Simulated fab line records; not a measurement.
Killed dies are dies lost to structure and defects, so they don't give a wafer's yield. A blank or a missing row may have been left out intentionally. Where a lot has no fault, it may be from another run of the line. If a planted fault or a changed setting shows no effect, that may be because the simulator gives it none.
A lot that was struck, set against a sound lot || flow sky130 || 43 out of 708 route steps
Sound: these wafers, L242.1, L242.4, L242.6. Struck: wafer L249.5. (L249.4 of the same lot was not struck and is left out.) The cause comes at the end.
Order at every step that has rows: each side's tool, ch and its chambers, its first start. Under that, the readings that differ: sound wafers || struck wafers || difference of the means || sigmas: that difference in standard deviations of wafers without a fault.
alike: same words and numbers on both sides, and readings whose means sit less than 2 such deviations apart. not compared: any withheld reading, any reading some wafer has no value for, any bound like >300 that may hide the same value, and any number with overlapping values for which the record gives no deviation.
Wherever a step has rows on one side only, a row that says differs or no value, or a row with sigmas, the two part there. Numbers that don't overlap but have no deviation are shown without sigmas and don't part them. Lack of a reading on every wafer of one side parts them only where that side has two or more wafers.

SKY_SPACER_ETCHBACK_02: etches Si3N4 in CH3F/O2, stops on SiO2, time 46.7 s, target depth 45 nm.
  sound on rie_diel-01 ch 0,1,2, day 25 15:39; struck on rie_diel-01 ch 1, day 27 02:51
  alike: drypump_motor_current_A, oes_product_au, throttle_valve_pct
  not compared: rf_hours_counter_h
then, 8 steps without rows for these wafers: SKY_POLY_CUT_DEHYDRATE_00 (time 60 s); SKY_POLY_CUT_HMDS_01 (prime time 60 s); SKY_POLY_CUT_COAT_02 (resist thk 60 nm); SKY_POLY_CUT_COAT_03 (resist thk 450 nm); SKY_POLY_CUT_SOFTBAKE_04 (time 90 s); SKY_POLY_CUT_EXPOSE_05 (exposes mask NPCM, target cd 270 nm); SKY_POLY_CUT_PEB_06; SKY_POLY_CUT_DEVELOP_07 (develop time 60 s).
SKY_POLY_CUT_CD_MEAS_08 targets a cd of 270 nm.
  sound on cd_sem-01, day 26 20:46; struck on cd_sem-02, day 28 07:46
  alike: cd_nm
SKY_POLY_CUT_OVL_MEAS_09:
  sound on overlay-01, day 26 20:53; struck on overlay-02, day 28 07:51
  alike: POLY_CUT_OVL
SKY_POLY_CUT_ETCH_10: etches BARC in N2/H2, stops on SiO2, time 45.9 s, target depth 60 nm.
  sound on rie_diel-02 ch 0,1,2, day 26 20:55; struck on rie_diel-02 ch 2, day 28 07:52
  alike: drypump_motor_current_A, oes_product_au, throttle_valve_pct
  not compared: rf_hours_counter_h
SKY_POLY_CUT_ETCH_11: etches Si3N4 in CF4/CH2F2/Ar, stops on poly-Si, time 42.5 s, target depth 60 nm.
  sound on rie_diel-02 ch 0,1,2, day 26 20:58; struck on rie_diel-02 ch 2, day 28 07:55
{"reading": "oes_product_au (a.u.)", "sound": "0.824 0.834 0.838", "struck": 0.816, "difference": -0.016, "sigmas": -2}
{"reading": "model.etch.depth_nm (nm)", "sound": "60.72 61.73 61.93", "struck": 60.18, "difference": -1.28, "sigmas": ""}
{"reading": "model.POLY_CUT.feature_depth_nm (nm)", "sound": "60.72 61.73 61.93", "struck": 60.18, "difference": -1.28, "sigmas": ""}
  alike: drypump_motor_current_A, throttle_valve_pct
  not compared: rf_hours_counter_h
SKY_POLY_CUT_STRIP_12: strips in O2/N2.
  sound on plasma_asher-02 ch 0,1, day 26 21:00; struck on plasma_asher-04 ch 0, day 28 07:59
  alike: drypump_motor_current_A, o2_flow_sccm, oes_product_au, strip_time_to_endpoint_s
  not compared: rf_hours_counter_h
then, 7 steps without rows for these wafers: SKY_SD_P_DEHYDRATE_00 (time 60 s); SKY_SD_P_HMDS_01 (prime time 60 s); SKY_SD_P_COAT_02 (resist thk 1140 nm); SKY_SD_P_SOFTBAKE_03 (time 60 s); SKY_SD_P_EXPOSE_04 (exposes mask PSDM, target cd 380 nm); SKY_SD_P_PEB_05; SKY_SD_P_DEVELOP_06 (develop time 60 s).
SKY_SD_P_CD_MEAS_07 targets a cd of 380 nm.
  rows exist in the record for the sound wafers here (cd_sem-02, day 28 01:46), none for the struck ones
SKY_SD_P_OVL_MEAS_08:
  rows exist in the record for the sound wafers here (overlay-02, day 28 01:53), none for the struck ones
after that, 1 step had no rows for these wafers: SKY_SD_P_IMPLANT_09.
SKY_SD_P_STRIP_10: strips in O2/N2.
  the record has rows for the sound wafers here (plasma_asher-02 ch 0, day 28 02:05) and none for the struck ones
SKY_SD_P_TW_MEAS_11:
  rows exist in the record for the sound wafers here (film_metro-03, day 28 02:11), none for the struck ones
then, 8 steps without rows for these wafers: SKY_RES_XHIGH_DEHYDRATE_00 (time 60 s); SKY_RES_XHIGH_HMDS_01 (prime time 60 s); SKY_RES_XHIGH_COAT_02 (resist thk 1140 nm); SKY_RES_XHIGH_SOFTBAKE_03 (time 60 s); SKY_RES_XHIGH_EXPOSE_04 (exposes mask URPM, target cd 1270 nm); SKY_RES_XHIGH_PEB_05; SKY_RES_XHIGH_DEVELOP_06 (develop time 60 s); SKY_RES_XHIGH_IMPLANT_07.
SKY_RES_XHIGH_STRIP_08: strips in O2/N2.
  the record has rows for the sound wafers here (plasma_asher-04 ch 0,1, day 29 06:27) and none for the struck ones
SKY_RES_XHIGH_TW_MEAS_09:
  rows exist in the record for the sound wafers here (film_metro-03, day 29 06:33), none for the struck ones
then, 6 steps without rows for these wafers: SKY_SD_N_DEHYDRATE_00 (time 60 s); SKY_SD_N_HMDS_01 (prime time 60 s); SKY_SD_N_COAT_02 (resist thk 1140 nm); SKY_SD_N_SOFTBAKE_03 (time 60 s); SKY_SD_N_EXPOSE_04 (exposes mask NSDM, target cd 380 nm); SKY_SD_N_PEB_05.
-- the record jumps here: 21 days lie between the struck wafers' starts before and after (it left off in module SD_N and takes up again in module PAD_OPEN, whose first step shown is number 708 of the route) --
SKY_PAD_OPEN_PROBE_99:
  sound on prober-01, day 47 20:44; struck on prober-02, day 48 21:47
{"reading": "hold", "sound": "- - -", "struck": "await_dispo/0.4h/release", "difference": "no value on the sound wafers", "sigmas": ""}
{"reading": "killed_at_front_end", "sound": "10 9 12", "struck": 342, "difference": "+332", "sigmas": "+74"}
{"reading": "killed_dies", "sound": "73 87 86", "struck": 409, "difference": "+327", "sigmas": "+37"}
{"reading": "killed_on_rim", "sound": "15 22 17", "struck": 85, "difference": "+67", "sigmas": "+16"}
  alike: killed_at_M0_to_M3, killed_at_M4_up, killed_at_contacts, killed_at_other, killed_open, killed_short

== WHERE THEY PART ==
At SKY_POLY_CUT_ETCH_11 first; at SKY_PAD_OPEN_PROBE_99 last (within this record only).

WHY: the cause the simulator had injected
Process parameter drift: rie_diel-02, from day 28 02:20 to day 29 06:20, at SKY_POLY_CUT_ETCH_11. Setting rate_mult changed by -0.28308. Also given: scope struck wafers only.
